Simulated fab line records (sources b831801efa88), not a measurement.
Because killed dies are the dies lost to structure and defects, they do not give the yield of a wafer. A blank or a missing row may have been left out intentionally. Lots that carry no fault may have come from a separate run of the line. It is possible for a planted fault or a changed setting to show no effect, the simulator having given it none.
Comparing a struck lot with a sound one + flow sfq line + 42 out of 325 route steps
Sound: wafers L123.4, L123.5, L123.6. Struck: wafer L135.2. (L135.1, L135.4 of the same lot were not struck and are left out.) The cause comes at the end.
Per side, at each step with rows, come the tool, then ch with its chambers, and then its first start. Under that, the readings that differ: sound wafers + struck wafers + difference of the means + sigmas: that difference in standard deviations of wafers without a fault.
alike: a reading whose means differ by less than 2 such deviations, as well as words and numbers matching on both sides. not compared: withheld readings; readings where some wafer has no value; bounds like >300 that might hide an equal value; numbers whose values overlap and for which the record gives no deviation.
The two part at a step that has a row with sigmas, a row that says differs or no value, or rows on one side only. Numbers that don't overlap but have no deviation are shown without sigmas and don't part them. Lack of a reading on every wafer of one side parts them only where that side has two or more wafers.

first, 6 steps without rows for these wafers: SFQ_TRILAYER_I4_VIA_LITHO_COAT_108 (resist thk 62 nm); SFQ_TRILAYER_I4_VIA_LITHO_COAT_103 (resist thk 650 nm); SFQ_TRILAYER_I4_VIA_LITHO_SOFTBAKE_107; SFQ_TRILAYER_I4_VIA_LITHO_EXPOSE_104 (exposes mask I4, target cd 700 nm); SFQ_TRILAYER_I4_VIA_LITHO_PEB_106 (peb time 60 s); SFQ_TRILAYER_I4_VIA_LITHO_DEVELOP_105 (time 60 s).
SFQ_I4_OVL_MEAS_928:
  sound on overlay-01, day 40 22:59; struck on overlay-01, day 45 03:21
  alike: I4_OVL
SFQ_TRILAYER_I4_VIA_BARC_OPEN_VIA_ETCH_146: etches BARC in O2, target depth 125 nm, time 41.7 s.
  sound on rie diel-04 ch 2,3, day 40 23:01; struck on rie diel-02 ch 0, day 45 03:23
  alike: drypump motor current A, oes product au
  not compared: rf hours counter h
then, 4 steps without rows for these wafers: SFQ_TRILAYER_I4_VIA_ETCH_VIA_ETCH_106 (etches SiO2 in CHF3, stops on Nb, target depth 260 nm); SFQ_TRILAYER_I4_VIA_STRIP_STRIP_107 (strips in O2); SFQ_TRILAYER_I4_VIA_STRIP_SOLV_CLEAN_108 (cleans in NMP, time 600 s); SFQ_TRILAYER_JJ_TRILAYER_DEP_PRE_CLEAN_113 (time 22.5 s).
SFQ_TRILAYER_JJ_TRILAYER_DEP_SPUTTER_109: material Nb, target thk 150 nm, time 100 s.
  sound on pvd sputter-06, day 40 23:58; struck on pvd sputter-06, day 45 04:20
| reading                                                      | sound             | struck | difference | sigmas |
|--------------------------------------------------------------|-------------------|--------|------------|--------|
| model.Nb_of_TRILAYER_JJ_TRILAYER_DEP_SPUTTER_109.thk nm (nm) | 148.6 148.7 147.9 | 226    | +78        |        |
  alike: throttle valve pct
then, 3 steps without rows for these wafers: SFQ_TRILAYER_JJ_TRILAYER_DEP_SPUTTER_110 (material Al, target thk 8 nm, time 10 s); SFQ_TRILAYER_JJ_TRILAYER_DEP_AL_OXIDATION_111 (oxidation time 600 s); SFQ_TRILAYER_JJ_TRILAYER_DEP_SPUTTER_112 (material Nb, target thk 170 nm, time 113.3 s).
SFQ_JJ_RS_MEAS_929: uses a four-point probe to measure.
  sound on film metro-03, day 41 01:12; struck on film metro-01, day 45 05:31
  alike: JJ_NB_RS
then, 6 steps without rows for these wafers: SFQ_TRILAYER_JJ_CE_LITHO_COAT_119 (resist thk 62 nm); SFQ_TRILAYER_JJ_CE_LITHO_COAT_114 (resist thk 600 nm); SFQ_TRILAYER_JJ_CE_LITHO_SOFTBAKE_118; SFQ_TRILAYER_JJ_CE_LITHO_EXPOSE_115 (exposes mask J5, target cd 700 nm); SFQ_TRILAYER_JJ_CE_LITHO_PEB_117 (peb time 60 s); SFQ_TRILAYER_JJ_CE_LITHO_DEVELOP_116 (time 60 s).
SFQ_JJ_OVL_MEAS_931:
  sound on overlay-01, day 42 12:50; struck on overlay-01, day 46 10:26
  alike: J5_OVL
then, 2 steps without rows for these wafers: SFQ_TRILAYER_JJ_CE_METRO_MEASURE_117; SFQ_TRILAYER_JJ_CE_BARC_OPEN_RIE_150 (chemistry O2, target BARC, target depth 240 nm, time 80 s).
SFQ_TRILAYER_JJ_CE_ETCH_RIE_118: chemistry SF6, target Nb, stops on Al2O3, time 97.7 s, target depth 170 nm.
  sound on rie metal-03 ch 0,1, day 42 14:11; struck on rie metal-02 ch 0, day 46 11:46
| reading                     | sound       | struck | difference                   | sigmas |
|-----------------------------|-------------|--------|------------------------------|--------|
| drypump motor current A (A) | 5.1 5.3 5.1 | 6.3    | +1.1                         | +3     |
| rf hours counter h (h)      | - - -       | 153    | no value on the sound wafers |        |
  alike: oes product au
after that, 1 step had no rows for these wafers: SFQ_TRILAYER_JJ_ANODIZE_ANODIZE_119.
SFQ_TRILAYER_JJ_CE_STRIP_STRIP_120: strips in O2.
  sound on rie metal-02 ch 0,1, day 42 14:57; struck on rie metal-02 ch 1, day 46 12:23
| reading                | sound             | struck | difference                   | sigmas |
|------------------------|-------------------|--------|------------------------------|--------|
| oes product au (a.u.)  | 0.996 0.994 0.980 | 1.013  | +0.023                       | +2     |
| rf hours counter h (h) | - - -             | 1      | no value on the sound wafers |        |
  alike: drypump motor current A
then, 7 steps without rows for these wafers: SFQ_TRILAYER_JJ_CE_STRIP_SOLV_CLEAN_121 (cleans in NMP, time 600 s); SFQ_TRILAYER_M5_LITHO_COAT_128 (resist thk 62 nm); SFQ_TRILAYER_M5_LITHO_COAT_123 (resist thk 600 nm); SFQ_TRILAYER_M5_LITHO_SOFTBAKE_127; SFQ_TRILAYER_M5_LITHO_EXPOSE_124 (exposes mask M5, target cd 700 nm); SFQ_TRILAYER_M5_LITHO_PEB_126 (peb time 60 s); SFQ_TRILAYER_M5_LITHO_DEVELOP_125 (time 60 s).
-- the record jumps here: 4 days lie between the struck wafers' starts before and after --
SFQ_M5_OVL_MEAS_932:
  sound on overlay-01, day 47 08:43; struck on overlay-02, day 50 20:48
  alike: M5_OVL
SFQ_TRILAYER_M5_BARC_OPEN_METAL_ETCH_161: etches BARC in O2, target depth 125 nm, time 41.7 s.
  sound on rie metal-04 ch 0,1, day 47 08:45; struck on rie metal-04 ch 0, day 50 20:50
| reading                | sound | struck | difference                   | sigmas |
|------------------------|-------|--------|------------------------------|--------|
| rf hours counter h (h) | - - - | 122    | no value on the sound wafers |        |
  alike: drypump motor current A, oes product au
SFQ_TRILAYER_M5_ETCH_METAL_ETCH_126: etches Nb in Cl2/BCl3, stops on SiO2, time 203.2 s, target depth 265 nm.
  sound on rie metal-04 ch 0,1, day 47 08:52; struck on rie metal-04 ch 0, day 50 20:53
| reading                        | sound             | struck | difference                   | sigmas |
|--------------------------------|-------------------|--------|------------------------------|--------|
| oes product au (a.u.)          | 0.732 0.720 0.722 | 0.905  | +0.180                       | +29    |
| rf hours counter h (h)         | - - -             | 122    | no value on the sound wafers |        |
| model.etch.depth nm (nm)       | 148.6 148.7 147.9 | 226    | +78                          |        |
| model.M5.feature depth nm (nm) | 161.1 161.1 160.3 | 238.3  | +77.5                        |        |
  alike: drypump motor current A
SFQ_TRILAYER_M5_STRIP_STRIP_127: strips in O2.
  sound on rie metal-04 ch 0,1, day 47 09:11; struck on rie metal-04 ch 0, day 50 21:05
| reading                | sound | struck | difference                   | sigmas |
|------------------------|-------|--------|------------------------------|--------|
| rf hours counter h (h) | - - - | 122    | no value on the sound wafers |        |
  alike: drypump motor current A, oes product au
then, 1 step without rows for these wafers: SFQ_TRILAYER_M5_STRIP_SOLV_CLEAN_128 (cleans in NMP, time 600 s).
-- the record jumps here: 23 days lie between the struck wafers' starts before and after --
SFQ_M8_BOW_MEAS_951:
  sound on film metro-01, day 71 14:13; struck on film metro-04, day 74 01:31
| reading                 | sound             | struck | difference | sigmas |
|-------------------------|-------------------|--------|------------|--------|
| model.etest.m5.ohm um   | 1.716 1.721 1.723 | 1.129  | -0.591     |        |
| model.etest.i4.link ohm | 2.178 2.173 2.184 | 1.751  | -0.427     |        |
| model.etest.i5.link ohm | 2.283 2.288 2.311 | 1.885  | -0.409     |        |
| model.etest.m5.ohm sq   | 1.198 1.198 1.204 | 0.7884 | -0.4116    |        |
  alike: M8_BOW

== WHERE THEY PART ==
Earliest at SFQ_TRILAYER_JJ_CE_ETCH_RIE_118; latest, in this record, at SFQ_TRILAYER_M5_STRIP_STRIP_127. Later steps at which nothing parts them and some readings are alike: SFQ_M8_BOW_MEAS_951.

WHY: what the simulator had put in
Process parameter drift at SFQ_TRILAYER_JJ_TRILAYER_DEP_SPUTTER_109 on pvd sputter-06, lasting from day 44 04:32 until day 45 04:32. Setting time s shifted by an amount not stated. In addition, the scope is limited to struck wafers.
